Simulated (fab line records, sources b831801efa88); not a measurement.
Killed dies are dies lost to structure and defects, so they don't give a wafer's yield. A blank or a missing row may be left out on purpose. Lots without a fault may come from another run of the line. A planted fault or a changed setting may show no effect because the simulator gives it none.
Which tool did it? | flow gf180mcu | 10 lots, 30 wafers sampled, at 5 steps of a route of 602

WHAT THE GAUGES READ, wafer by wafer
GF_MIM_RS_MEAS_10: measures by four-point-probe.
lot  | measured     | on            | MIM_ALCU_RS (ohm/sq)
L504 | day 24 16:31 | film_metro-02 | 0.1585 0.1606 0.1578
L509 | day 26 08:58 | film_metro-01 | 0.1602 0.2127 0.1601
L510 | day 26 18:25 | film_metro-01 | 0.1557 0.1580 0.2064
L516 | day 28 23:16 | film_metro-01 | 0.1597 0.1587 0.1597
L517 | day 29 01:55 | film_metro-04 | 0.1604 0.1584 0.1601
L518 | day 29 07:54 | film_metro-02 | 0.1587 0.1591 0.1581
L522 | day 30 20:04 | film_metro-04 | 0.1592 0.1608 0.1615
L521 | day 30 20:50 | film_metro-01 | 0.1623 0.1606 0.1638
L524 | day 31 05:01 | film_metro-01 | 0.1610 0.1591 0.1607
L525 | day 31 15:25 | film_metro-01 | 0.1620 0.1619 0.1610

WHICH TOOL RAN EACH LOT (tool, then ch and the chambers of the sampled wafers, then the start)
lot  | GF_V4_ETCH_16                      | GF_V4_ETCH_17                                 | GF_V4_CVD_23                  | GF_MIM_SPUTTER_08
L504 | rie_diel-01 ch 1,2,3, day 24 14:43 | rie_diel-01 ch 1,2,3, day 24 15:29 or earlier | cvd_w-02 ch 0,1, day 24 15:29 | pvd_sputter-01, day 24 16:24
L509 | rie_diel-04 ch 1,3, day 26 06:52   | rie_diel-04 ch 1,3, day 26 07:58 or earlier   | cvd_w-01 ch 0,1, day 26 07:58 | pvd_sputter-01, day 26 08:55
L510 | rie_diel-02 ch 1,2,3, day 26 16:39 | rie_diel-02 ch 1,2,3, day 26 17:25 or earlier | cvd_w-02 ch 0,1, day 26 17:25 | pvd_sputter-01, day 26 18:22
L516 | rie_diel-04 ch 2,3, day 28 21:30   | rie_diel-04 ch 2,3, day 28 22:16 or earlier   | cvd_w-02 ch 0,1, day 28 22:16 | pvd_sputter-03, day 28 23:13
L517 | rie_diel-02 ch 0,1,3, day 29 00:08 | rie_diel-02 ch 0,1,3, day 29 00:54 or earlier | cvd_w-01 ch 0,1, day 29 00:54 | pvd_sputter-03, day 29 01:51
L518 | rie_diel-01 ch 0,2,3, day 29 06:04 | rie_diel-01 ch 0,2,3, day 29 06:52 or earlier | cvd_w-01 ch 0,1, day 29 06:52 | pvd_sputter-02, day 29 07:47
L522 | rie_diel-02 ch 0,1,3, day 30 18:17 | rie_diel-02 ch 0,1,3, day 30 19:03 or earlier | cvd_w-01 ch 0,1, day 30 19:03 | pvd_sputter-01, day 30 20:01
L521 | rie_diel-04 ch 0,1,2, day 30 19:04 | rie_diel-04 ch 0,1,2, day 30 19:49 or earlier | cvd_w-02 ch 0,1, day 30 19:49 | pvd_sputter-01, day 30 20:47
L524 | rie_diel-04 ch 0,3, day 31 03:11   | rie_diel-04 ch 0,3, day 31 03:57 or earlier   | cvd_w-02 ch 0,1, day 31 03:57 | pvd_sputter-03, day 31 04:56
L525 | rie_diel-04 ch 0,1,2, day 31 13:40 | rie_diel-04 ch 0,1,2, day 31 14:25 or earlier | cvd_w-01 ch 0,1, day 31 14:25 | pvd_sputter-03, day 31 15:22
- GF_V4_ETCH_16: etches BARC in N2/H2.
- GF_V4_ETCH_17: etches SiO2 in C4F8/O2/Ar, stops on TiN, target depth 630 nm.
- GF_V4_CVD_23: deposits W, target thk 350 nm, time 104.9 s.
- GF_MIM_SPUTTER_08: material AlCu, target thk 200 nm, time 10.6 s.

THE ANSWER, worked out from the rows above alone
Rule: what is usual is taken from the lots themselves. Put in order of their means at a reading, lots are off if they are a third of the lots or fewer, leave a main group of 4 or more, and stand apart from it by a gap of 3 or more times the standard deviation of the main group's means; of several such gaps the widest counts. A main group whose means are all the same, to the digits that the tables above print for the reading, isn't used. A lot without any number at a reading at which 4 lots or more have one is off too. The other lots that the step has rows for count as sound.
Off: L509, L510, at GF_MIM_RS_MEAS_10 (MIM_ALCU_RS). The main group: mean 0.1602 ohm/sq, standard deviation 0.0012.
A tool fits if, at a process step before that reading, it ran every lot that is off, and no sound lot after the first of them. The gauges at GF_MIM_RS_MEAS_10 are tried like those tools. GF_V4_ETCH_17 gives no start for some lots, so the hours and the order of its lots are those of GF_V4_CVD_23. None of those tried fits.

WHAT THE SIMULATOR HAD PUT IN
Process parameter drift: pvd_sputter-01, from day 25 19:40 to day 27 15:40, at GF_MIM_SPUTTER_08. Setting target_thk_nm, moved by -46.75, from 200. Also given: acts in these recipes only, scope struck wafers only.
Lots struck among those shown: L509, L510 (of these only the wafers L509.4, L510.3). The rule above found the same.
